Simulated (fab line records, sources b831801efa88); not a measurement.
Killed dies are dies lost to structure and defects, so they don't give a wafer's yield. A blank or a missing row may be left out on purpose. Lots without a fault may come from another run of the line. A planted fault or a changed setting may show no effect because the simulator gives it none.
Which tool did it? | flow sky130 | 13 lots, 39 wafers sampled, at 5 steps of a route of 708

WHAT THE GAUGES READ, wafer by wafer
SKY_NWELL_TW_MEAS_15.
lot  | measured    | on            | NWELL_TW
L652 | day 4 08:42 | film_metro-04 | 1795 1794 1794
L654 | day 5 00:55 | film_metro-03 | 1841 1854 1842
L656 | day 5 11:44 | film_metro-04 | 1771 1781 1778
L657 | day 5 20:21 | film_metro-01 | 1832 1822 1816
L658 | day 5 22:36 | film_metro-04 | 1783 1769 1777
L659 | day 6 07:27 | film_metro-01 | 1820 1826 1816
L661 | day 6 21:17 | film_metro-04 | 1777 1769 1778
L662 | day 6 22:50 | film_metro-04 | 1781 1778 1777
L668 | day 8 09:26 | film_metro-03 | 1846 1841 1838
L669 | day 8 16:15 | film_metro-04 | 1797 1795 1795
L671 | day 9 03:38 | film_metro-04 | 1787 1776 1785
L672 | day 9 08:40 | film_metro-01 | 1823 1827 1823
L673 | day 9 15:26 | film_metro-01 | 1833 1820 1832

SKY_VT_ADJUST_HVTP_TW_MEAS_11.
lot  | measured     | on            | VT_ADJUST_HVTP_TW
L652 | day 5 21:17  | film_metro-04 | 1328 1321 1325
L654 | day 6 14:19  | film_metro-04 | 1330 1321 1332
L656 | day 7 02:01  | film_metro-01 | 1360 1358 1358
L657 | day 7 10:41  | film_metro-04 | 1325 1321 1321
L658 | day 7 14:09  | film_metro-01 | 1360 1352 1358
L659 | day 7 23:08  | film_metro-02 | 1352 1354 1349
L661 | day 8 14:54  | film_metro-04 | 1337 1331 1331
L662 | day 8 16:01  | film_metro-02 | 1359 1357 1362
L668 | day 10 04:55 | film_metro-04 | 1333 1336 1347
L669 | day 10 12:35 | film_metro-02 | 1362 1359 1354
L671 | day 11 00:19 | film_metro-02 | 1352 1359 1352
L672 | day 11 06:14 | film_metro-02 | 1359 1360 1357
L673 | day 11 12:52 | film_metro-01 | 1355 1356 1353

SKY_VT_ADJUST_NCORE_OVL_MEAS_08.
lot  | measured     | on         | VT_ADJUST_NCORE_OVL (nm)
L652 | day 8 08:14  | overlay-01 | -1.9 -2.5 -1.6
L654 | day 9 02:11  | overlay-01 | -1.1 -1.5 -0.5
L656 | day 9 15:14  | overlay-01 | 2.3 0.0 -2.5
L657 | day 10 01:43 | overlay-01 | -0.1 -0.7 0.9
L658 | day 10 08:47 | overlay-02 | -1.1 1.7 3.4
L659 | day 10 14:40 | overlay-02 | -3.4 -3.0 -1.5
L661 | day 11 08:23 | overlay-02 | 1.7 0.5 -0.2
L662 | day 11 10:01 | overlay-02 | -0.9 -2.0 -2.1
L668 | day 13 03:40 | overlay-01 | -0.3 0.6 -1.0
L669 | day 13 10:39 | overlay-02 | 0.8 -3.5 0.3
L671 | day 14 02:19 | overlay-02 | 0.4 0.4 1.5
L672 | day 14 07:05 | overlay-01 | -0.2 -0.4 -0.5
L673 | day 14 16:29 | overlay-02 | -0.4 0.7 -0.6

WHICH TOOL RAN EACH LOT (tool, then ch and the chambers of the sampled wafers, then the start)
lot  | SKY_VT_ADJUST_LVTN_COAT_13        | SKY_VT_ADJUST_LVTN_STRIP_20
L652 | litho_track-04 ch 0, day 7 01:38  | plasma_asher-04 ch 0,1, day 7 11:47
L654 | litho_track-04 ch 0, day 7 18:39  | plasma_asher-03 ch 0,1, day 8 05:38
L656 | litho_track-03 ch 0, day 8 08:04  | plasma_asher-01 ch 0,1, day 8 18:02
L657 | litho_track-03 ch 0, day 8 16:37  | plasma_asher-01 ch 0,1, day 9 03:52
L658 | litho_track-04 ch 0, day 8 19:47  | plasma_asher-01 ch 0, day 9 10:45
L659 | litho_track-04 ch 0, day 9 05:38  | plasma_asher-03 ch 0,1, day 9 16:38
L661 | litho_track-04 ch 0, day 9 22:39  | plasma_asher-03 ch 0,1, day 10 09:53
L662 | litho_track-03 ch 0, day 10 00:28 | plasma_asher-04 ch 0,1, day 10 11:49
L668 | litho_track-02 ch 0, day 11 14:25 | plasma_asher-03 ch 0,1, day 12 03:04
L669 | litho_track-04 ch 0, day 11 22:26 | plasma_asher-04 ch 0,1, day 12 10:14
L671 | litho_track-04 ch 0, day 12 12:06 | plasma_asher-04 ch 0,1, day 13 00:49
L672 | litho_track-02 ch 0, day 12 17:31 | plasma_asher-04 ch 0,1, day 13 05:57
L673 | litho_track-03 ch 0, day 13 01:52 | plasma_asher-04 ch 0,1, day 13 14:50
- SKY_VT_ADJUST_LVTN_COAT_13: resist thk 1140 nm.
- SKY_VT_ADJUST_LVTN_STRIP_20: strips in O2/N2.

WHAT THE TOOLS THEMSELVES READ (means of the sampled wafers that have a number; where no wafer has one, the mark that the record gives instead)
SKY_VT_ADJUST_LVTN_COAT_13.
lot  | tool           | spin_speed_rpm (rpm)
L652 | litho_track-04 | 3000.8
L654 | litho_track-04 | 2999.9
L656 | litho_track-03 | 2998.4
L657 | litho_track-03 | 2999.0
L658 | litho_track-04 | 3001.1
L659 | litho_track-04 | 3001.7
L661 | litho_track-04 | 2999.6
L662 | litho_track-03 | 2998.9
L668 | litho_track-02 | 3003.1
L669 | litho_track-04 | 3116.6
L671 | litho_track-04 | 3118.9
L672 | litho_track-02 | 2999.1
L673 | litho_track-03 | 2999.3

SKY_VT_ADJUST_LVTN_STRIP_20.
lot  | tool            | chamber_pressure_mTorr (mTorr) | drypump_motor_current_A (A) | oes_product_au (a.u.) | strip_time_to_endpoint_s (s)
L652 | plasma_asher-04 | 1500.5                         | 6.5                         | 0.712                 | 14.14
L654 | plasma_asher-03 | 1499.9                         | 5.7                         | 0.719                 | 14.14
L656 | plasma_asher-01 | 1498.8                         | 5.9                         | 0.714                 | 14.24
L657 | plasma_asher-01 | 1499.3                         | 5.8                         | 0.715                 | 14.26
L658 | plasma_asher-01 | 1500.2                         | 5.8                         | 0.714                 | 14.13
L659 | plasma_asher-03 | 1500.2                         | 6.0                         | 0.716                 | 14.09
L661 | plasma_asher-03 | 1501.0                         | 6.0                         | 0.715                 | 14.13
L662 | plasma_asher-04 | 1499.4                         | 6.4                         | 0.717                 | 14.21
L668 | plasma_asher-03 | 1498.9                         | 6.0                         | 0.717                 | 14.17
L669 | plasma_asher-04 | 1498.2                         | 6.4                         | 0.716                 | 13.90
L671 | plasma_asher-04 | 1499.1                         | 6.4                         | 0.715                 | 13.94
L672 | plasma_asher-04 | 1500.7                         | 6.4                         | 0.715                 | 14.20
L673 | plasma_asher-04 | 1500.1                         | 6.4                         | 0.715                 | 14.24

THE ANSWER, worked out from the rows above alone
Rule: what is usual is taken from the lots themselves. Put in order of their means at a reading, lots are off if they are a third of the lots or fewer, leave a main group of 4 or more, and stand apart from it by a gap of 3 or more times the standard deviation of the main group's means; of several such gaps the widest counts. A main group whose means are all the same, to the digits that the tables above print for the reading, isn't used. A lot without any number at a reading at which 4 lots or more have one is off too. The other lots that the step has rows for count as sound. The gauges are gone through in route order, then the tools' own readings, and for those a lot's mean is taken as printed above. The first step at which some lot is off is used, and at that step the reading that is off furthest; a lot without a number counts as furthest.
Off: L669, L671, at SKY_VT_ADJUST_LVTN_COAT_13 (spin_speed_rpm). The main group: mean 3000.1 rpm, standard deviation 1.4.
A tool fits if, at that step or a process step before it, it ran every lot that is off, and no sound lot after the first of them. One fits: litho_track-04 at SKY_VT_ADJUST_LVTN_COAT_13. Its last sound lot is L661 (day 9 22:39), its first lot that is off L669 (day 11 22:26): a fault that began between those two fits.
The tool's own readings at SKY_VT_ADJUST_LVTN_COAT_13 bear it out: on the lots that are off they differ by more than 5 times the standard deviation of the sound lots' means. spin_speed_rpm reads 3117.8 rpm there against 3000.1 rpm on the sound lots.

WHAT THE SIMULATOR HAD PUT IN
Process parameter drift: litho_track-04, from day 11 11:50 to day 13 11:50, at SKY_VT_ADJUST_LVTN_COAT_13. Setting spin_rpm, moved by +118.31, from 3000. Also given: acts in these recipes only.
Lots struck among those shown: L669, L671. The rule above found the same.
